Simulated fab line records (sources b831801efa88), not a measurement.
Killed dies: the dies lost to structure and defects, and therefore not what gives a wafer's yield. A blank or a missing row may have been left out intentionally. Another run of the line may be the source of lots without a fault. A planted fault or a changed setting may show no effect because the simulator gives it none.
fab line records | flow sky130
record lots=13 wafers=39 lastDay=50
route steps=708 shown METAL2@484 CAP2M@603 METAL4@630 PAD_OPEN@708
lots with no fault: from the same line, run without faults
startH: hours from the record's first day to the start of the lot's first wafer shown | waitH: time in hours since the lot's previous step | " repeats the value in the row above | L1.1+2: a single row standing in for several wafers | - no value present, or no start provided | * or withheld: withheld | < > ~ a bound
route shown NAME@n: a module of which the file shows steps, and the number in the route of the first | usual: mean/standard deviation of fault-free wafers | same: alike in all rows | chamber/n: place in a boat | sites: readings site by site | _std_site: the values' standard deviation | _edge_site: the outer-site mean with the inner-site mean subtracted | radiusMm: how far each site lies from the wafer's centre | mask NAME#n: copy n | behind: the last tool/chamber to shape the wafer | hold: what put the lot on hold/how long, in hours/how the hold closed | device: whichever transistor did not switch (one of n, p or np) | end of line: tests run on the same wafers once the route is complete | step lacking rows: just its recipe | killed: not the wafer's yield, but the dies lost to structure and defects at the first sort | map: a wafer's dies, x killed, . not, _ none there
set.NAME: setting as actually run; set.NAME@STEP: the setting as run at that earlier step | model.NAME: the simulator's own value behind a step, which no gauge read
the route's steps for a sample of lots (tables are steps, rows are wafers)
services: when a tool's chamber went out of use (startH, in hours from the record's first day, below 0 if earlier), for how many hours, and the reason
## steps
# step SKY_METAL2_SPUTTER_01
# recipe material=TiN targetThkNm=20 powerW=6500 timeS=16.7 chamberPressurePa=0.4
# usual throttleValvePct=29.5/0.96
# columns lot.wafer tool chamber startH waitH throttleValvePct
L332.2 pvdSputter-02 - 787.96 0.0 31.6
L332.3 " - " " 31.2
L332.4 " - " " 30.7
L335.1 pvdSputter-03 - 801.35 0.0 28.5
L335.4 " - " " 29.0
L335.6 " - " " 28.8
L334.2 pvdSputter-03 - 807.92 0.0 28.8
L334.5 " - " " 29.0
L334.6 " - " " 28.5
L336.2 pvdSputter-03 - 812.74 0.0 28.7
L336.3 " - " " 28.7
L336.6 " - " " 29.1
L337.1 pvdSputter-03 - 815.81 0.0 28.6
L337.2 " - " " 28.8
L337.3 " - " " 28.8
L338.1 pvdSputter-02 - 833.17 0.0 31.4
L338.3 " - " " 30.6
L338.4 " - " " 31.4
L339.2 pvdSputter-03 - 847.72 0.0 29.1
L339.3 " - " " 28.8
L339.4 " - " " 28.7
L340.2 pvdSputter-02 - 849.70 0.0 31.2
L340.4 " - " " 31.2
L340.6 " - " " 30.0
L341.3 pvdSputter-04 - 857.05 0.0 29.5
L341.4 " - " " 28.8
L341.5 " - " " 29.5
L343.3 pvdSputter-04 - 889.95 0.0 29.2
L343.5 " - " " 30.7
L343.6 " - " " 28.8
L350.1 pvdSputter-04 - 923.24 0.0 28.9
L350.3 " - " " 28.9
L350.5 " - " " 28.9
L351.1 pvdSputter-04 - 931.37 0.0 29.4
L351.3 " - " " 30.4
L351.6 " - " " 28.9
L355.2 pvdSputter-03 - 967.50 0.0 28.8
L355.3 " - " " 28.7
L355.5 " - " " 28.7
# step SKY_CAP2M_CVD_00
# recipe material=SiO2 targetThkNm=15.5 tempC=400 timeS=withheld rfW=450
# usual heaterPowerW=730/86
# columns lot.wafer tool chamber startH waitH heaterPowerW
L332.2 pecvd-01 1 930.02 0.0 590
L332.3 " 2 " " 559
L332.4 " 1 " " 598
L335.1 pecvd-04 2 941.95 0.0 838
L335.4 " 2 " " 819
L335.6 " 0 " " 773
L334.2 pecvd-04 0 948.26 0.0 767
L334.5 " 0 " " 765
L334.6 " 2 " " 825
L336.2 pecvd-02 0 952.59 0.0 712
L336.3 " 2 " " 772
L336.6 " 2 " " 757
L337.1 pecvd-04 1 961.02 0.0 645
L337.2 " 2 " " 801
L337.3 " 0 " " 748
L338.1 pecvd-04 2 969.46 0.0 758
L338.3 " 0 " " 734
L338.4 " 0 " " 735
L339.2 pecvd-04 2 982.19 0.0 776
L339.3 " 0 " " 801
L339.4 " 1 " " 709
L340.2 pecvd-02 2 985.39 0.0 688
L340.4 " 1 " " 751
L340.6 " 2 " " 720
L341.3 pecvd-02 2 991.42 0.0 861
L341.4 " 2 " " 864
L341.5 " 1 " " 743
L343.3 pecvd-01 0 1018.55 0.0 812
L343.5 " 1 " " 587
L343.6 " 0 " " 824
L350.1 pecvd-04 2 1048.73 0.0 698
L350.3 " 1 " " 743
L350.5 " 1 " " 756
L351.1 pecvd-02 1 1054.16 0.0 739
L351.3 " 2 " " 830
L351.6 " 2 " " 823
L355.2 pecvd-04 2 1086.33 0.0 748
L355.3 " 0 " " 783
L355.5 " 2 " " 754
# step SKY_CAP2M_THK_MEAS_04
# recipe thkMeasGauge=xrf reads=TiN_of_CAP2M_SPUTTER_02
# usual CAP2M_TIN_THK=199/3.1
# columns lot.wafer tool chamber startH waitH CAP2M_TIN_THK[nm]
L332.2 filmMetro-01 - 930.34 0.1 199
L332.3 " - " " 198
L332.4 " - " " 206
L335.1 filmMetro-03 - 942.26 0.1 198
L335.4 " - " " 200
L335.6 " - " " 199
L334.2 filmMetro-03 - 948.58 0.1 199
L334.5 " - " " 197
L334.6 " - " " 199
L336.2 filmMetro-03 - 952.91 0.1 198
L336.3 " - " " 202
L336.6 " - " " 199
L337.1 filmMetro-04 - 961.33 0.1 205
L337.2 " - " " 199
L337.3 " - " " 195
L338.1 filmMetro-04 - 969.77 0.1 199
L338.3 " - " " 199
L338.4 " - " " 194
L339.2 filmMetro-03 - 982.51 0.1 202
L339.3 " - " " 198
L339.4 " - " " 201
L340.2 filmMetro-04 - 985.71 0.1 200
L340.4 " - " " 198
L340.6 " - " " 198
L341.3 filmMetro-04 - 991.75 0.1 199
L341.4 " - " " 202
L341.5 " - " " 199
L343.3 filmMetro-04 - 1018.88 0.1 192
L343.5 " - " " 197
L343.6 " - " " 191
L350.1 filmMetro-04 - 1049.04 0.1 195
L350.3 " - " " 199
L350.5 " - " " 196
L351.1 filmMetro-01 - 1054.47 0.1 195
L351.3 " - " " 199
L351.6 " - " " 198
L355.2 filmMetro-03 - 1086.65 0.1 205
L355.3 " - " " 199
L355.5 " - " " 198
# step SKY_METAL4_OVL_MEAS_14
# usual METAL4_OVL=5/5.6
# columns lot.wafer tool chamber startH waitH METAL4_OVL[nm]
L332.2 overlay-01 - 978.53 0.1 8
L332.3 " - " " 10
L332.4 " - " " 12
L335.1 overlay-02 - 990.22 0.1 0
L335.4 " - " " -4
L335.6 " - " " 2
L334.2 overlay-01 - 995.83 0.1 -1
L334.5 " - " " -1
L334.6 " - " " 3
L336.2 overlay-02 - 1000.63 0.1 11
L336.3 " - " " 9
L336.6 " - " " 15
L337.1 overlay-02 - 1010.12 0.1 6
L337.2 " - " " 2
L337.3 " - " " -2
L338.1 overlay-01 - 1017.57 0.1 -2
L338.3 " - " " -2
L338.4 " - " " 2
L339.2 overlay-01 - 1029.50 0.1 -4
L339.3 " - " " 2
L339.4 " - " " 5
L340.2 overlay-01 - 1031.55 0.1 11
L340.4 " - " " 1
L340.6 " - " " -1
L341.3 overlay-01 - 1036.68 0.1 7
L341.4 " - " " 10
L341.5 " - " " 11
L343.3 overlay-01 - 1063.19 0.1 10
L343.5 " - " " 11
L343.6 " - " " 12
L350.1 overlay-01 - 1091.33 0.1 11
L350.3 " - " " 2
L350.5 " - " " 7
L351.1 overlay-02 - 1097.37 0.1 5
L351.3 " - " " -1
L351.6 " - " " 3
L355.2 overlay-01 - 1126.40 0.1 0
L355.3 " - " " -1
L355.5 " - " " -5
# step SKY_PAD_OPEN_PROBE_99
# usual defectLimitedYield=82.3/2 killed_at_M0_to_M3=43/7 killed_at_M4_up=3.5/1.9 killedAtContacts=24/5.3 killedAtFrontEnd=15/4.4 killedAtOther=0.3/0.69 killedDies=87/9.7 killedOpen=48/7 killedShort=39/6.4 sort_bin_3_pad_short=0.9/0.46 sort_bin_5_function=10.5/1.4 sort_bin_6_memory=6.3/1.2 sortNPass=405/9.7 sortYieldPct=82.3/2
# same grossDies=492 killedAtBackSide=0 sort_bin_4_leakage[%]=0 sort_bin_8_speed[%]=0
# columns lot.wafer tool chamber startH waitH defectLimitedYield[%] killed_at_M0_to_M3 killed_at_M4_up killedAtContacts killedAtFrontEnd killedAtOther killedDies killedOpen killedShort sort_bin_3_pad_short[%] sort_bin_5_function[%] sort_bin_6_memory[%] sortNPass sortYieldPct[%]
L350.1 prober-01 - 1171.37 0.1 74.0 84 3 28 13 0 128 53 32 1.8 16.5 7.7 364 74.0
L350.3 prober-01 - 1171.47 0.2 78.9 54 1 32 17 0 104 44 45 1.6 13.8 5.7 388 78.9
L350.5 prober-01 - 1171.57 0.2 76.0 80 1 28 9 0 118 46 31 2.8 15.9 5.3 374 76.0
L351.1 prober-02 - 1176.72 0.1 78.9 76 0 17 11 0 104 35 26 2.2 14.8 4.1 388 78.9
L351.3 prober-02 - 1176.82 0.2 78.5 76 3 14 11 2 106 35 30 1.8 14.0 5.7 386 78.5
L351.6 prober-02 - 1176.97 0.2 80.9 46 4 24 19 1 94 49 32 1.0 12.2 5.9 398 80.9
# killed by level:class
L350.1 METAL2:unspecified=43 CONTACT:geometricParticle:open=13 VIA2:geometricParticle:open=10 LI_CONTACT:geometricParticle:open=9 METAL1:geometricParticle:short=5 VIA1:geometricParticle:short=5 VIA1:geometricParticle:open=5 FIELD_ISO:geometricParticle:open=4
L350.3 METAL2:unspecified=15 CONTACT:geometricParticle:open=11 LI_CONTACT:geometricParticle:open=7 FIELD_ISO:geometricParticle:open=6 METAL1:geometricParticle:short=6 VIA1:geometricParticle:short=6 VIA2:geometricParticle:open=5 LOCAL_INTERCONNECT:geometricParticle:short=5
L350.5 METAL2:unspecified=41 CONTACT:geometricParticle:open=11 LI_CONTACT:geometricParticle:open=7 LOCAL_INTERCONNECT:geometricParticle:short=7 VIA1:geometricParticle:open=7 VIA3:geometricParticle:open=6 VIA2:geometricParticle:open=6 VIA1:geometricParticle:short=5
L351.1 METAL2:unspecified=43 VIA2:geometricParticle:open=9 LI_CONTACT:geometricParticle:open=5 CONTACT:geometricParticle:open=5 VIA1:geometricParticle:open=5 VIA3:geometricParticle:open=4 FIELD_ISO:geometricParticle:open=3 FIELD_ISO:geometricParticle:short=3
L351.3 METAL2:unspecified=41 VIA1:geometricParticle:open=13 VIA1:geometricParticle:short=5 CONTACT:geometricParticle:open=5 VIA2:geometricParticle:open=5 FIELD_ISO:geometricParticle:short=4 METAL2:geometricParticle:short=4 FIELD_ISO:geometricParticle:open=3
L351.6 METAL2:unspecified=13 LI_CONTACT:geometricParticle:open=9 VIA2:geometricParticle:open=7 VIA1:geometricParticle:open=6 VIA3:geometricParticle:open=6 CONTACT:geometricParticle:open=5 CONTACT:geometricParticle:short=5 POLY_GATE:geometricParticle:open=4
## services
# columns tool chamber startH hours kind
pvdSputter-02 - 777.75 1.7 repair
pecvd-02 0 783.12 6.4 repair
pvdSputter-03 3 794.77 - consumableReplace:kit
pvdSputter-03 3 794.77 18.0 scheduledDown
pecvd-04 0 802.67 2.1 scheduledDown
pvdSputter-03 - 806.33 1.3 repair
pecvd-02 - 818.09 1.4 repair
pecvd-04 1 818.12 - clean
pecvd-04 1 818.12 - consumableReplace:showerhead
pecvd-04 1 818.12 29.0 scheduledDown
pecvd-04 1 818.12 29.0 ventCycle
pecvd-04 2 839.97 5.5 scheduledDown
pvdSputter-02 - 860.05 1.9 repair
pecvd-04 - 874.58 2.8 pm
pecvd-02 0 874.76 2.1 repair
pecvd-01 - 888.99 28.1 pm
pecvd-02 0 912.05 6.9 repair
pecvd-04 - 995.75 2.7 repair
pecvd-04 2 1009.26 23.5 repair
pecvd-02 2 1057.56 5.0 repair
pecvd-02 - 1067.02 6.0 pm
pvdSputter-04 - 1070.49 1.3 repair
pvdSputter-03 - 1072.75 3.6 repair
pvdSputter-02 - 1075.46 5.2 repair
## key
firstSign step=SKY_PAD_OPEN_PROBE_99 reading=killed_at_M0_to_M3 direction=up sigmas=3.7 usual=43 struck=69 wafersMoved=4
effect step=SKY_PAD_OPEN_PROBE_99 reading=sort_bin_5_function direction=up sigmas=2.9 usual=10.5 struck=14.5 wafersMoved=4
metAt SKY_METAL2_SPUTTER_01
struckLots L350,L351
notActingAt SKY_CAP2M_CVD_00,SKY_CAP2M_THK_MEAS_04,SKY_METAL4_OVL_MEAS_14
onsetBetween 889.95 923.24
fault kind=chamberParticleSource tool=pvdSputter-04 chamber=- onsetH=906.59 steps=SKY_METAL2_SPUTTER_01 ratePerVisitCm2=0.4157 endH=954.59
